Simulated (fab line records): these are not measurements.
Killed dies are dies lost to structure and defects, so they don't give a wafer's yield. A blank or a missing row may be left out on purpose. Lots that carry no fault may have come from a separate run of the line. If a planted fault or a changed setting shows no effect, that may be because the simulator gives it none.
Which of the tools did it? ; flow gf180mcu ; Sampling: 15 lots, 45 wafers, 5 of 602 route steps

== WHAT EACH GAUGE READ, for each wafer ==
GF_LVPWELL_OVL_MEAS_07.
lot;measured;on;LVPWELL_OVL (nm)
L879;day 4 03:31;overlay-01;-1.8 -0.6 0.8
L882;day 4 18:49;overlay-01;-3.7 -2.9 -4.4
L883;day 5 01:25;overlay-01;1.5 1.2 2.3
L885;day 5 13:50;overlay-02;-0.7 -1.5 -0.5
L886;day 5 18:19;overlay-02;- - -
L887;day 6 00:37;overlay-02;- - -
L888;day 6 04:52;overlay-02;- - -
L890;day 6 16:59;overlay-01;-2.1 -2.5 -1.0
L894;day 7 15:49;overlay-02;-1.1 -0.6 -1.7
L896;day 8 03:24;overlay-01;0.6 -1.2 -1.6
L897;day 8 08:23;overlay-02;-2.4 -0.1 0.0
L898;day 8 16:10;overlay-01;-2.1 -2.0 -1.5
L899;day 8 20:58;overlay-01;0.6 0.0 -0.3
L900;day 9 01:01;overlay-01;-0.3 -0.4 0.6
L901;day 9 07:23;overlay-01;-3.2 -2.3 -3.1

GF_MVPSD_TW_MEAS_11.
lot;measured;on;MVPSD_TW
L879;day 5 07:11;filmMetro-04;557 557 559
L882;day 6 00:23;filmMetro-01;546 545 542
L883;day 6 07:41;filmMetro-03;549 550 546
L885;day 6 20:44;filmMetro-03;548 553 551
L886;day 7 01:14;filmMetro-04;695 698 698
L887;day 7 08:29;filmMetro-03;692 691 691
L888;day 7 12:21;filmMetro-01;678 681 682
L890;day 8 01:48;filmMetro-04;559 558 559
L894;day 9 02:47;filmMetro-04;556 560 556
L896;day 9 14:23;filmMetro-01;546 548 544
L897;day 9 20:44;filmMetro-03;549 548 548
L898;day 10 03:51;filmMetro-01;542 545 541
L899;day 10 08:26;filmMetro-04;560 556 559
L900;day 10 14:18;filmMetro-03;550 549 548
L901;day 10 20:00;filmMetro-01;544 543 547

GF_VT_IMPLANT_TW_MEAS_10.
lot;measured;on;VT_IMPLANT_TW
L879;day 5 21:11;filmMetro-04;570 568 569
L882;day 6 15:08;filmMetro-04;570 567 566
L883;day 6 22:44;filmMetro-04;564 565 567
L885;day 7 11:52;filmMetro-01;553 552 555
L886;day 7 16:53;filmMetro-01;686 684 684
L887;day 8 00:35;filmMetro-01;679 683 682
L888;day 8 04:47;filmMetro-04;704 702 703
L890;day 8 18:48;filmMetro-02;570 567 568
L894;day 9 20:41;filmMetro-04;569 568 569
L896;day 10 08:46;filmMetro-02;568 570 567
L897;day 10 15:11;filmMetro-04;568 572 569
L898;day 10 22:18;filmMetro-01;556 555 557
L899;day 11 03:14;filmMetro-02;567 568 569
L900;day 11 08:57;filmMetro-02;573 571 570
L901;day 11 14:59;filmMetro-02;571 573 567

GF_PSD_OVL_MEAS_08.
lot;measured;on;PSD_OVL (nm)
L879;day 14 14:18;overlay-01;-0.9 -1.0 -1.1
L882;day 15 18:01;overlay-02;-2.1 -3.9 -1.9
L883;day 16 02:31;overlay-02;-2.0 -2.1 -0.9
L885;day 16 20:40;overlay-01;-0.4 -0.5 -2.4
L886;day 17 08:11;overlay-01;-0.1 -1.9 -1.1
L887;day 17 18:55;overlay-01;-2.0 -1.6 -1.0
L888;day 17 22:25;overlay-01;-0.5 0.2 1.5
L890;day 18 16:35;overlay-02;0.4 -0.9 -2.4
L894;day 20 06:30;overlay-01;0.3 -1.1 -0.3
L896;day 20 17:43;overlay-02;-1.2 -2.6 -3.1
L897;day 21 05:31;overlay-02;-1.8 -3.9 0.0
L898;day 21 10:43;overlay-02;-0.7 -1.8 0.3
L899;day 21 21:43;overlay-01;-0.7 -2.4 -1.7
L900;day 22 02:19;overlay-02;0.8 0.7 -1.6
L901;day 22 11:26;overlay-01;-1.5 -4.0 -1.2

== TOOL THAT RAN EACH LOT (tool first, then ch and the chambers of the sampled wafers, then the start) ==
lot;GF_LVPWELL_COAT_02
L879;lithoTrack-02 ch 0, day 3 20:23
L882;lithoTrack-01 ch 0, day 4 11:28
L883;lithoTrack-02 ch 0, day 4 18:11
L885;lithoTrack-04 ch 0, day 5 06:21
L886;lithoTrack-04, day 5 11:13
L887;lithoTrack-02, day 5 16:59
L888;lithoTrack-04, day 5 21:03
L890;lithoTrack-04 ch 0, day 6 09:15
L894;lithoTrack-01 ch 0, day 7 08:04
L896;lithoTrack-01 ch 0, day 7 18:52
L897;lithoTrack-02 ch 0, day 7 23:59
L898;lithoTrack-01 ch 0, day 8 07:01
L899;lithoTrack-04 ch 0, day 8 12:06
L900;lithoTrack-02 ch 0, day 8 16:32
L901;lithoTrack-01 ch 0, day 8 22:32
- GF_LVPWELL_COAT_02: resist thk 3000 nm.

== WHAT THE TOOLS THEMSELVES READ (means of the sampled wafers that have a number; where no wafer has one, the mark that the record gives instead) ==
GF_LVPWELL_COAT_02.
lot;tool;chillPlateTempC (C);dispensePressureKPa (kPa);resistLineTempC (C)
L879;lithoTrack-02;23.08;51.2;22.87
L882;lithoTrack-01;22.96;50.1;23.02
L883;lithoTrack-02;23.03;51.3;22.97
L885;lithoTrack-04;22.94;52.7;22.95
L886;lithoTrack-04;-;-;-
L887;lithoTrack-02;-;-;-
L888;lithoTrack-04;-;-;-
L890;lithoTrack-04;22.92;52.6;22.91
L894;lithoTrack-01;23.02;50.1;23.04
L896;lithoTrack-01;23.07;50.1;23.09
L897;lithoTrack-02;22.98;51.2;22.99
L898;lithoTrack-01;22.90;50.1;22.97
L899;lithoTrack-04;23.00;52.7;22.98
L900;lithoTrack-02;22.87;51.2;23.10
L901;lithoTrack-01;22.98;50.1;22.95

== THE ANSWER, worked out from the rows above alone ==
Rule: the lots themselves supply what counts as usual. The widest of any qualifying gaps counts: lots, ordered by their means at a reading, are off when they make up no more than a third of the lots, leave a main group of 4 or more, and stand apart from it by 3 or more times the standard deviation of that group's means. Not used: any main group whose means are identical at the precision the tables above print for the reading. Also off: a lot with no number at a reading for which 4 or more lots have one. All remaining lots with rows at the step are treated as sound. The gauges are gone through in route order, then the tools' own readings, and for those a lot's mean is taken as printed above. At the first step where some lot is off, the reading lying furthest off is the one used; lots without a number count as furthest.
Off: L886, L887, L888, seen at GF_LVPWELL_OVL_MEAS_07 (LVPWELL_OVL). Without a number there: L886, L887, L888. For the main group the mean is -1.1 nm and the standard deviation 1.3.
If a tool, at a process step before that reading, ran all the lots that are off and no sound lot after the first of them, it fits. Not tried: the gauges at GF_LVPWELL_OVL_MEAS_07; whatever is off there is also off at GF_MVPSD_TW_MEAS_11, on other tools, and gauge error can't account for it. Of those tried, none fits.

== WHAT HAD BEEN PUT IN BY THE SIMULATOR ==
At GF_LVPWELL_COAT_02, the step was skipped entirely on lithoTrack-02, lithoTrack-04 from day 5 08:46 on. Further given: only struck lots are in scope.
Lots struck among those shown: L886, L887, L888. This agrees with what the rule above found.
